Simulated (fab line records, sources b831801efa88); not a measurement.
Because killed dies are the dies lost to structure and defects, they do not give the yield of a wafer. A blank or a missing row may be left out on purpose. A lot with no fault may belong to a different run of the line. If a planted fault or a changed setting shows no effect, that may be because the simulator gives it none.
fab line records    flow sky130
record lots=11  wafers=30  last-day=50
route steps=708 shown LI_CONTACT@376 LOCAL_INTERCONNECT@400 PAD_OPEN@708
lots with no fault: from the same line, run without faults
start-h: the number of hours between the record's first day and the start of the first shown wafer of the lot    wait-h: how many hours have passed since the lot's step before this one    " same as the row above    L1.1+2: a row that stands for several wafers    - no value, or no start was given    * or withheld: withheld    < > ~ a bound
route shown NAME@n: names a module that has steps shown in the file, with the first one's number in the route    usual: the fault-free wafers' mean and standard deviation    same: alike in all rows    chamber/n: place in a boat    sites: each site's reading    _std_site: the values' standard deviation    _edge_site: mean of outer sites minus mean of inner sites    radius-mm: for every site, how far away it sits from the centre of the wafer    mask NAME#n: copy n    behind: the most recent tool/chamber to have shaped the wafer    hold: why the lot was held/for how many hours/how that ended    device: names the non-switching transistor (n, p or np)    end of line: at the end of the route, the tests of the same wafers    a step given without rows: its recipe and nothing more    killed: dies that structure and defects cost at the first sort, which is not the same as the wafer's yield    map: shows each die of a wafer: x if killed, . if not, _ if none is there
set.NAME: the setting the step ran with; set.NAME@STEP: the setting that earlier step ran with    model.NAME: the simulator's own value behind a step, which no gauge read
one table for each step of the route and one row for each wafer, over a sample of lots
services: from which hour (start-h, from the record's first day; less than 0 if before it) a tool's chamber was out of use, for how many hours, and why
## steps
# step SKY_LI_CONTACT_ETCH_14
# recipe chemistry=N2/H2  target=BARC  ion-energy-ev=200  source-w=500  bias-w=100  pressure-mtorr=30  n2-flow-sccm=100  h2-flow-sccm=200  stop-on=SiO2  time-s=45.9  target-depth-a=600
# usual drypump-motor-current-A=5.9/0.37  n2-flow-sccm=100.05/0.3  oes-product-au=0.855/0.0049  run-length-s=74.3/0.59  throttle-valve-pct=13.224/0.0087
lot.wafer  tool         chamber  start-h  wait-h  drypump-motor-current-A  n2-flow-sccm  oes-product-au  rf-hours-counter-h  run-length-s  throttle-valve-pct
L342.1     rie-diel-01  1        677.44   0.0     5.8                      99.60         0.850           18                  73.8          13.216
L342.3     "            3        "        "       6.3                      99.73         0.859           9                   73.9          13.229
L342.4     "            2        "        "       5.2                      100.57        0.857           33                  74.9          13.214
L344.2     rie-diel-01  0        728.98   0.0     5.8                      100.04        0.859           2                   75.4          13.217
L344.3     "            1        "        "       5.7                      99.43         0.849           19                  74.1          13.228
L344.5     "            1        "        "       5.7                      99.79         0.852           -                   74.0          13.222
L343.3     rie-diel-03  2        729.79   0.0     6.0                      100.37        0.854           0                   73.4          13.215
L343.4     "            3        "        "       5.7                      99.54         0.855           13                  74.1          13.230
L343.6     "            0        "        "       6.6                      99.99         0.860           -                   74.4          13.223
L345.2     rie-diel-01  2        730.14   0.0     5.3                      100.51        0.848           34                  74.9          13.233
L345.3     "            3        "        "       6.4                      100.05        0.849           11                  74.0          13.235
L345.4     "            0        "        "       5.8                      99.86         0.855           2                   75.0          13.232
L349.3     rie-diel-01  3        746.78   0.0     6.4                      100.33        0.990           11                  34.7          13.257
L349.6     "            1        "        "       5.8                      99.89         0.858           -                   74.0          13.219
L351.1     rie-diel-01  1        752.35   0.0     5.7                      100.03        0.982           20                  34.9          13.253
L351.2     "            0        "        "       5.8                      99.66         0.856           2                   75.2          13.223
L352.2     rie-diel-01  1        762.24   0.0     5.7                      99.63         0.853           20                  73.5          13.249
L352.3     "            3        "        "       6.3                      99.60         0.986           11                  34.6          13.237
L359.1     rie-diel-03  3        821.33   0.0     5.7                      100.25        0.852           16                  73.9          13.212
L359.4     "            2        "        "       6.0                      99.89         0.862           3                   73.4          13.224
L359.6     "            3        "        "       5.7                      100.35        0.859           -                   73.7          13.223
L361.1     rie-diel-01  0        832.55   0.0     5.8                      100.07        0.853           5                   74.8          13.220
L361.3     "            3        "        "       6.4                      100.13        0.861           14                  74.1          13.218
L361.5     "            0        "        "       5.8                      99.90         0.860           -                   74.8          13.230
L362.2     rie-diel-01  1        834.34   0.0     5.7                      99.89         0.863           23                  74.1          13.230
L362.4     "            1        "        "       5.7                      100.42        0.856           -                   74.3          13.230
L362.5     "            0        "        "       5.8                      99.74         0.860           -                   74.8          13.226
L363.2     rie-diel-04  0        846.24   0.0     5.8                      99.76         0.850           4                   74.4          13.240
L363.3     "            1        "        "       5.7                      100.11        0.856           11                  73.1          13.215
L363.6     "            1        "        "       5.7                      100.32        0.849           -                   73.7          13.214
# step SKY_LI_CONTACT_STRIP_16
# recipe chemistry=O2/N2  power-w=1400  pressure-mtorr=1500  platen-temp-c=withheld  o2-flow-sccm=3000  n2-flow-sccm=300  overash-fraction=0.5
# usual drypump-motor-current-A=5.8/0.46  n2-flow-sccm=300.0/0.86  oes-product-au=0.376/0.0047  strip-time-to-endpoint-s=3.52/0.031
# same overash-fraction=0.5
lot.wafer  tool             chamber  start-h  wait-h  drypump-motor-current-A  n2-flow-sccm  oes-product-au  rf-hours-counter-h  strip-time-to-endpoint-s
L342.1     plasma-asher-04  0        677.57   -       6.4                      299.6         0.384           86                  3.52
L342.3     "                0        "        "       6.4                      300.4         0.373           -                   3.55
L342.4     "                1        "        "       5.5                      301.6         0.367           -                   3.54
L344.2     plasma-asher-02  1        729.11   -       5.8                      300.4         0.372           57                  3.55
L344.3     "                1        "        "       5.8                      299.6         0.377           -                   3.47
L344.5     "                1        "        "       5.8                      301.3         0.382           -                   3.49
L343.3     plasma-asher-04  0        729.95   -       6.4                      299.1         0.370           -                   3.52
L343.4     "                1        "        "       5.4                      300.0         0.380           -                   3.52
L343.6     "                1        "        "       5.5                      300.9         0.378           -                   3.50
L345.2     plasma-asher-03  0        730.27   -       5.5                      300.3         0.373           106                 3.56
L345.3     "                1        "        "       5.8                      300.3         0.386           -                   3.55
L345.4     "                0        "        "       5.6                      299.9         0.382           -                   3.54
L349.3     plasma-asher-04  1        746.94   -       5.5                      299.3         0.399           -                   3.94
L349.6     "                0        "        "       6.4                      301.9         0.375           -                   3.52
L351.1     plasma-asher-04  1        752.48   -       5.5                      299.8         0.389           94                  3.88
L351.2     "                0        "        "       6.4                      300.3         0.373           94                  3.52
L352.2     plasma-asher-04  0        762.37   -       6.4                      299.6         0.374           95                  3.47
L352.3     "                0        "        "       6.4                      299.5         0.393           -                   3.95
L359.1     plasma-asher-04  1        821.46   -       5.5                      299.8         0.369           100                 3.46
L359.4     "                0        "        "       6.4                      300.5         0.375           -                   3.49
L359.6     "                0        "        "       6.4                      300.4         0.370           -                   3.49
L361.1     plasma-asher-04  1        832.68   -       5.5                      300.3         0.380           102                 3.55
L361.3     "                0        "        "       6.4                      301.4         0.379           -                   3.56
L361.5     "                0        "        "       6.4                      301.1         0.381           -                   3.54
L362.2     plasma-asher-02  0        834.47   -       5.1                      299.4         0.377           67                  3.48
L362.4     "                1        "        "       5.8                      299.2         0.370           -                   3.49
L362.5     "                0        "        "       5.1                      300.5         0.382           -                   3.59
L363.2     plasma-asher-04  1        846.37   -       5.4                      299.9         0.375           103                 3.49
L363.3     "                1        "        "       5.5                      300.8         0.384           -                   3.55
L363.6     "                1        "        "       5.4                      299.8         0.378           -                   3.51
# step SKY_LI_CONTACT_SPUTTER_19
# recipe material=Ti  target-thk-nm=20  chamber-pressure-pa=5  power-w=2500  substrate-temp-c=200  time-s=106.37
# usual throttle-valve-pct=29.7/1
lot.wafer  tool            chamber  start-h  wait-h  throttle-valve-pct
L342.1     pvd-sputter-02  -        677.86   0.0     28.8
L342.3     "               -        "        "       30.4
L342.4     "               -        "        "       31.0
L344.2     pvd-sputter-03  -        729.40   0.0     28.7
L344.3     "               -        "        "       30.3
L344.5     "               -        "        "       30.5
L343.3     pvd-sputter-03  -        730.21   0.0     30.4
L343.4     "               -        "        "       30.6
L343.6     "               -        "        "       27.7
L345.2     pvd-sputter-02  -        730.56   0.0     30.5
L345.3     "               -        "        "       31.2
L345.4     "               -        "        "       29.9
L349.3     pvd-sputter-01  -        747.20   0.0     28.1
L349.6     "               -        "        "       30.3
L351.1     pvd-sputter-01  -        752.77   0.0     29.7
L351.2     "               -        "        "       29.9
L352.2     pvd-sputter-02  -        762.66   0.0     30.3
L352.3     "               -        "        "       31.3
L359.1     pvd-sputter-02  -        821.77   0.0     29.8
L359.4     "               -        "        "       28.8
L359.6     "               -        "        "       30.3
L361.1     pvd-sputter-02  -        832.97   0.0     28.4
L361.3     "               -        "        "       29.7
L361.5     "               -        "        "       29.8
L362.2     pvd-sputter-02  -        834.76   0.0     30.7
L362.4     "               -        "        "       28.7
L362.5     "               -        "        "       31.2
L363.2     pvd-sputter-03  -        846.66   0.0     30.4
L363.3     "               -        "        "       28.1
L363.6     "               -        "        "       30.6
# step SKY_LI_CONTACT_THK_MEAS_23
# recipe thk-meas-gauge=xrf  reads=W_of_LI_CONTACT_CVD_21
# usual LI_CONTACT_W_THK=388/5.8
lot.wafer  tool           chamber  start-h  wait-h  LI_CONTACT_W_THK[nm]
L342.1     film-metro-02  -        678.24   0.1     393
L342.3     "              -        "        "       395
L342.4     "              -        "        "       399
L344.2     film-metro-01  -        729.79   0.1     389
L344.3     "              -        "        "       392
L344.5     "              -        "        "       384
L343.3     film-metro-01  -        730.61   0.1     386
L343.4     "              -        "        "       392
L343.6     "              -        "        "       390
L345.2     film-metro-02  -        730.95   0.1     390
L345.3     "              -        "        "       393
L345.4     "              -        "        "       391
L349.3     film-metro-03  -        747.61   0.1     386
L349.6     "              -        "        "       388
L351.1     film-metro-03  -        753.15   0.1     378
L351.2     "              -        "        "       380
L352.2     film-metro-03  -        763.05   0.1     377
L352.3     "              -        "        "       380
L359.1     film-metro-03  -        822.15   0.1     391
L359.4     "              -        "        "       385
L359.6     "              -        "        "       386
L361.1     film-metro-02  -        833.36   0.1     393
L361.3     "              -        "        "       388
L361.5     "              -        "        "       387
L362.2     film-metro-01  -        835.24   0.1     391
L362.4     "              -        "        "       389
L362.5     "              -        "        "       390
L363.2     film-metro-01  -        847.05   0.1     390
L363.3     "              -        "        "       393
L363.6     "              -        "        "       397
# step SKY_LOCAL_INTERCONNECT_ETCH_13
# recipe chemistry=N2/H2  target=BARC  ion-energy-ev=200  bias-w=100  pressure-mtorr=30  n2-flow-sccm=100  h2-flow-sccm=200  icp-w=500  stop-on=SiO2  time-s=45.9  target-depth-a=600
# usual drypump-motor-current-A=5.9/0.53  n2-flow-sccm=99.99/0.28  oes-product-au=0.855/0.0047  run-length-s=73.8/0.42  throttle-valve-pct=13.225/0.0093
lot.wafer  tool          chamber  start-h  wait-h  drypump-motor-current-A  n2-flow-sccm  oes-product-au  rf-hours-counter-h  run-length-s  throttle-valve-pct
L342.1     rie-metal-04  0        706.75   0.0     5.7                      99.67         0.854           1                   74.5          13.225
L342.3     "             1        "        "       5.9                      100.54        0.858           -                   74.0          13.219
L342.4     "             0        "        "       5.8                      99.75         0.858           -                   74.5          13.213
L344.2     rie-metal-01  1        757.26   0.0     5.0                      99.90         0.857           4                   74.4          13.226
L344.3     "             0        "        "       5.7                      100.45        0.853           -                   74.0          13.235
L344.5     "             0        "        "       5.7                      100.02        0.858           -                   73.9          13.223
L343.3     rie-metal-03  1        758.81   0.0     6.7                      100.29        0.851           -                   73.5          13.230
L343.4     "             0        "        "       5.7                      100.00        0.850           -                   73.2          13.227
L343.6     "             0        "        "       5.7                      100.13        0.857           -                   73.6          13.218
L345.2     rie-metal-04  1        759.46   0.0     5.9                      99.59         0.861           12                  73.9          13.212
L345.3     "             1        "        "       5.9                      99.84         0.849           -                   73.3          13.233
L345.4     "             0        "        "       5.7                      99.82         0.849           -                   74.1          13.241
L349.3     rie-metal-04  0        776.28   0.0     5.8                      99.65         0.857           -                   74.3          13.240
L349.6     "             0        "        "       5.8                      100.19        0.859           -                   74.4          13.223
L351.1     rie-metal-03  1        779.95   0.0     6.7                      100.10        0.860           4                   73.4          13.244
L351.2     "             0        "        "       5.7                      99.52         0.849           14                  73.7          13.216
L352.2     rie-metal-03  1        789.76   0.0     6.6                      99.97         0.864           5                   73.6          13.224
L352.3     "             0        "        "       5.7                      99.88         0.853           -                   73.2          13.245
L359.1     rie-metal-03  0        848.99   0.0     5.7                      100.15        0.857           16                  73.4          13.239
L359.4     "             1        "        "       6.6                      99.58         0.857           -                   74.1          13.223
L359.6     "             1        "        "       6.6                      100.06        0.853           -                   73.8          13.227
L361.1     rie-metal-03  0        859.59   0.0     5.7                      100.02        0.859           17                  73.7          13.242
L361.3     "             0        "        "       5.7                      100.04        0.863           -                   73.2          13.220
L361.5     "             1        "        "       6.6                      100.41        0.859           -                   74.2          13.208
L362.2     rie-metal-04  1        861.45   0.0     5.8                      100.13        0.851           16                  73.5          13.225
L362.4     "             0        "        "       5.7                      99.60         0.850           -                   74.0          13.236
L362.5     "             1        "        "       5.9                      100.17        0.852           -                   73.3          13.232
L363.2     rie-metal-03  1        873.97   0.0     6.7                      99.96         0.848           -                   74.2          13.227
L363.3     "             1        "        "       6.7                      100.24        0.855           -                   73.3          13.224
L363.6     "             1        "        "       6.6                      99.68         0.855           -                   73.7          13.225
# step SKY_PAD_OPEN_PROBE_99
# usual killed_at_M0_to_M3=43/7  killed_at_M4_up=3.4/1.9  killed-at-contacts=24/5.4  killed-at-front-end=15/4.4  killed-at-other=0.4/0.63  killed-dies=86/9.1  killed-open=46/6.6  killed-short=39/6.6
# same gross-dies=492  killed-at-back-side=0
lot.wafer  tool       chamber  start-h  wait-h  killed_at_M0_to_M3  killed_at_M4_up  killed-at-contacts  killed-at-front-end  killed-at-other  killed-dies  killed-open  killed-short
L351.1     prober-01  -        1130.77  0.1     38                  2                19                  11                   0                70           40           30
L352.2     prober-02  -        1136.51  0.1     47                  4                28                  12                   0                91           52           39
# killed by level:class
L351.1 VIA1:geometric-particle:open=17 LI_CONTACT:geometric-particle:open=7 METAL3:geometric-particle:short=6 LOCAL_INTERCONNECT:geometric-particle:short=4 CONTACT:geometric-particle:open=4 VIA2:geometric-particle:short=4 POLY_GATE:geometric-particle:short=3 VIA2:geometric-particle:open=3
L352.2 VIA1:geometric-particle:open=13 CONTACT:geometric-particle:open=10 CONTACT:geometric-particle:short=7 VIA2:geometric-particle:open=7 LI_CONTACT:geometric-particle:open=5 METAL1:geometric-particle:short=5 METAL4:geometric-particle:short=4 POLY_GATE:geometric-particle:open=4
## services
tool             chamber  start-h  hours  kind
pvd-sputter-02   -        669.33   1.1    repair
pvd-sputter-01   -        671.04   10.0   repair
pvd-sputter-01   -        678.66   1.4    repair
rie-diel-01      2        698.77   8.5    repair
rie-metal-03     -        721.60   15.6   pm
plasma-asher-03  -        733.75   9.0    pm
rie-diel-04      -        745.92   2.8    pm
rie-metal-04     -        749.36   1.1    repair
rie-metal-03     1        752.45   6.3    repair
pvd-sputter-02   -        764.33   2.5    repair
pvd-sputter-03   -        766.08   4.3    repair
rie-diel-01      2        773.24   17.3   repair
rie-metal-01     -        789.68   0.4    repair
rie-metal-01     1        791.01   18.2   repair
pvd-sputter-03   -        794.92   6.0    repair
plasma-asher-02  -        814.99   9.5    repair
rie-diel-04      2        820.89   9.6    repair
rie-metal-01     -        833.42   4.0    pm
plasma-asher-03  -        849.81   5.9    repair
rie-diel-03      2        849.94   5.9    repair
pvd-sputter-02   -        850.08   5.0    repair
rie-diel-04      2        860.65   4.4    repair
rie-diel-01      2        861.69   7.3    repair
rie-diel-03      1        873.04   58.2   repair
## key
first-sign step=SKY_LI_CONTACT_ETCH_14  reading=run-length-s  direction=down  sigmas=67  usual=*  struck=*
effect step=SKY_LI_CONTACT_ETCH_14  reading=oes-product-au  direction=up  sigmas=27  usual=0.855  struck=0.986
effect step=SKY_LI_CONTACT_STRIP_16  reading=strip-time-to-endpoint-s  direction=up  sigmas=13  usual=*  struck=*
met-at SKY_LI_CONTACT_ETCH_14
struck-lots L349,L351,L352
struck-wafers L349.3,L351.1,L352.3
tester-left-out L349,L351,L352
not-acting-at SKY_LI_CONTACT_SPUTTER_19,SKY_LI_CONTACT_THK_MEAS_23,SKY_LOCAL_INTERCONNECT_ETCH_13
onset-between 730.14 746.78
fault kind=process-parameter-drift  tool=rie-diel-01  chamber=-  onset-h=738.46  steps=SKY_LI_CONTACT_ETCH_14  channel=time-s  offset=*  shape=step  end-h=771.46  scope=struck-wafers-only  acts-in=*  stated=*
# tester-left-out: of these lots the tester's yield and bins aren't shown, on N5 and GAA mostly nor the transistor test; their killed dies are dies lost to structure and defects alone, not to doping, threshold or leakage, so they don't give the yield
